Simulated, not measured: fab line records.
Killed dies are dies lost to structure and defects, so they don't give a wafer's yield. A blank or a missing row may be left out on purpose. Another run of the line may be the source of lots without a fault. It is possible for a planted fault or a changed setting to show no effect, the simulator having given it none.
Problem report, 8D (eight disciplines) form, completed by code / flow sky130 / the parts of the form that need people (team, actions taken, sign-off) are left out

== 1. THE PROBLEM ==
VIA4_W_RS at SKY_VIA4_RS_MEAS_19 reads a mean of 0.5095 ohm/sq on 5 wafers of 2 lots; wafers without a fault read 0.2269 ohm/sq with a standard deviation of 0.0023. That is +99 or more standard deviations from the usual mean.
The step: measures by four-point-probe.
First seen on wafer L288.2, day 46 00:07, on film_metro-01. At this step, 29 wafers from 10 lots have a number in the record. The rule behind "out" and "out of limits": a value lying over 4 standard deviations away from the usual mean. The other wafers with a number count as sound.

== 2. WHAT THIS IS AND IS NOT ==
question=which readings at this step | is=VIA4_W_RS | is not=-
question=which lots | is=L288, L289 | is not=L278, L280, L281, L283, L284, L290, L299, L300
question=which wafers of those lots | is=all that have a number | is not=-
question=read on which gauges | is=film_metro-01, film_metro-03 | is not=film_metro-04
question=when | is=from day 46 00:07 | is not=up to then (15 sound wafers); but 9 sound wafers of L290, L299, L300 came after

== 3. WHAT RULES OUT EACH SUSPECT ==
Counting: any tool at a process step up to the reading is kept as a suspect provided that every lot that is out went through it and no sound lot did after the first of them.
- the gauge at SKY_VIA4_RS_MEAS_19 is ruled out. The wafers that are out were read on 2 gauges (film_metro-01, film_metro-03).
- cvd_w-01 at SKY_VIA4_CVD_18 (deposits W, target thk 505 nm, time 152.14 s): kept. It processed each lot that is out, first L288 at day 45 23:56, and no sound lot thereafter; up to then, the last sound lot it processed was L283 at day 44 12:43.
Left after counting: cvd_w-01 at SKY_VIA4_CVD_18.

== 4. THE CAUSE (what the simulator had put in) ==
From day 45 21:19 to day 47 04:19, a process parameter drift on cvd_w-01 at SKY_VIA4_CVD_18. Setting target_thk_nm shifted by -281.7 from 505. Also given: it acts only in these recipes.
This tool alone remained once counting was done.

== 5. THE CHAIN OF EFFECTS, in route order ==
One row per reading whose mean, taken over the struck wafers that have a number, lies over 3 standard deviations from the usual. Readings are gone through only where the record gives a usual standard deviation; hours: the median, over the lots, of the time from a lot's start at the first step in this table giving one to that lot's start at this step; sigmas: the change measured in usual standard deviations.
hours=0; step=SKY_VIA4_RS_MEAS_19; reading=VIA4_W_RS; usual=0.2269 ohm/sq; on struck wafers=0.5095; change=+0.2826; sigmas=+99 or more
hours=0; step=SKY_VIA4_THK_MEAS_20; reading=VIA4_W_THK; usual=517 nm; on struck wafers=231; change=-286; sigmas=-40
hours=1; step=SKY_VIA4_CMP_21; reading=time_to_endpoint_s; usual=122 s; on struck wafers=54; change=-68; sigmas=-17
It contains these process steps:
- SKY_VIA4_CMP_21: polishes, stops on SiO2, t overpolish 25 s, target thk 0 nm.
At these later measuring or inspecting steps, every struck wafer for which the step has a row has a number for every such reading, and none has moved that far: SKY_PASSIVATION_THK_MEAS_01.

== 6. WHAT WOULD HAVE CAUGHT IT SOONER ==
Counted from the fault's start at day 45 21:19, it took 3 hours until the first out-of-limits reading at a measuring or inspecting step in this record, taken at day 46 00:07.
An alarm limit of 4 standard deviations would not have fired on the tool readings at SKY_VIA4_CVD_18 for which the record gives a usual standard deviation, since none of them was out on any struck wafer.
L289, from the lots that are out (2), started SKY_VIA4_CVD_18 on cvd_w-01 later than day 46 00:07. A tool hold placed at that time would have kept it from harm.
